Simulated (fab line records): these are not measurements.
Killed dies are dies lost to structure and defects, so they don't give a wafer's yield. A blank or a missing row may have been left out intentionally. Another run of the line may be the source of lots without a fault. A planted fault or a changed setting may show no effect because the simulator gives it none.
Problem report, 8D (eight disciplines) form, completed by code || flow gf180mcu || the parts of the form that need people (team, actions taken, sign-off) are left out

== 1. WHAT WENT WRONG ==
Wafers free of any fault read 16.32 ohm/sq (standard deviation 0.29) for SALICIDE_TIN_RS at GF_SALICIDE_RS_MEAS_04, against a mean of 12.61 ohm/sq on 6 wafers of 2 lots. That is -13 standard deviations from the usual mean.
The step: measures by four-point-probe.
The first sign was on wafer L742.2 at day 20 04:48, on film-metro-01. The record has a number at this step for 39 wafers belonging to 13 lots. By rule, "out" or "out of limits" means more than 4 standard deviations away from the usual mean. Any other wafer with a number is counted as sound.

== 2. WHAT IT IS; WHAT IT IS NOT ==
{"question": "which readings at this step", "is": "SALICIDE_TIN_RS", "is not": "-"}
{"question": "which lots", "is": "L742, L747", "is not": "L730, L731, L733, L734, L736, L738, L740, L741, L746, L750, L751"}
{"question": "which wafers of those lots", "is": "all that have a number", "is not": "-"}
{"question": "read on which gauges", "is": "film-metro-01, film-metro-04", "is not": "film-metro-02"}
{"question": "when", "is": "from day 20 04:48", "is not": "up to then (24 sound wafers); but 9 sound wafers of L746, L750, L751 came after"}

== 3. SUSPECTS, AND WHAT RULES EACH OUT ==
Counting: a tool stays on the suspect list if, at a process step up to the reading, it processed all lots that are out and no sound lot following the first of them.
- the gauge at GF_SALICIDE_RS_MEAS_04: ruled out. Those wafers that are out were read across 2 gauges (film-metro-01, film-metro-04).
- plasma-asher-02 at GF_VT_IMPLANT_STRIP_20 (strips in O2/N2): kept. Every lot that is out went through it, starting with L742 (day 9 22:49), and after that it ran no sound lot; the last sound lot it ran before then is L736 (day 7 15:04).
- pvd-sputter-02 at GF_SALICIDE_SPUTTER_02 (material Co, target thk 10 nm, time 20 s): kept. Every lot that is out went through it, starting with L742 (day 20 04:44), and after that it ran no sound lot; the last sound lot it ran before then is L741 (day 19 23:40).
After counting, plasma-asher-02 at GF_VT_IMPLANT_STRIP_20 and pvd-sputter-02 at GF_SALICIDE_SPUTTER_02 remain.

== 4. THE CAUSE (what the simulator had put in) ==
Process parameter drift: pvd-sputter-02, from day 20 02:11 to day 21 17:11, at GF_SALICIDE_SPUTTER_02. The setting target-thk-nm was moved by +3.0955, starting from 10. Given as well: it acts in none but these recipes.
Counting leaves 2 suspects; this tool is one of them.

== 5. THE CHAIN OF EFFECTS, in route order ==
Each row: a reading where the mean over the struck wafers with a number is more than 3 standard deviations away from the usual. Readings are gone through only where the record gives a usual standard deviation; hours: the median, over the lots, of the time from a lot's start at the first step in this table giving one to that lot's start at this step; sigmas: the change measured in usual standard deviations.
{"hours": 0, "step": "GF_SALICIDE_RS_MEAS_04", "reading": "SALICIDE_TIN_RS", "usual": "16.32 ohm/sq", "on struck wafers": 12.61, "change": -3.71, "sigmas": -13}
Later steps that measure or inspect, where all struck wafers having a row at the step show a number for every such reading and not one has moved that far: GF_V1_THK_MEAS_01.

== 6. HOW IT WOULD HAVE BEEN CAUGHT EARLIER ==
In this record the first reading out of limits at a measuring or inspecting step was taken at day 20 04:48, 3 hours after the fault began at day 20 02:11.
An alarm limit of 4 standard deviations would not have fired on the tool readings at GF_SALICIDE_SPUTTER_02 for which the record gives a usual standard deviation, since none of them was out on any struck wafer.
Lots out: 2; of these, L747 started GF_SALICIDE_SPUTTER_02 on pvd-sputter-02 after day 20 04:48. It would have been spared by a hold on the tool at that moment.
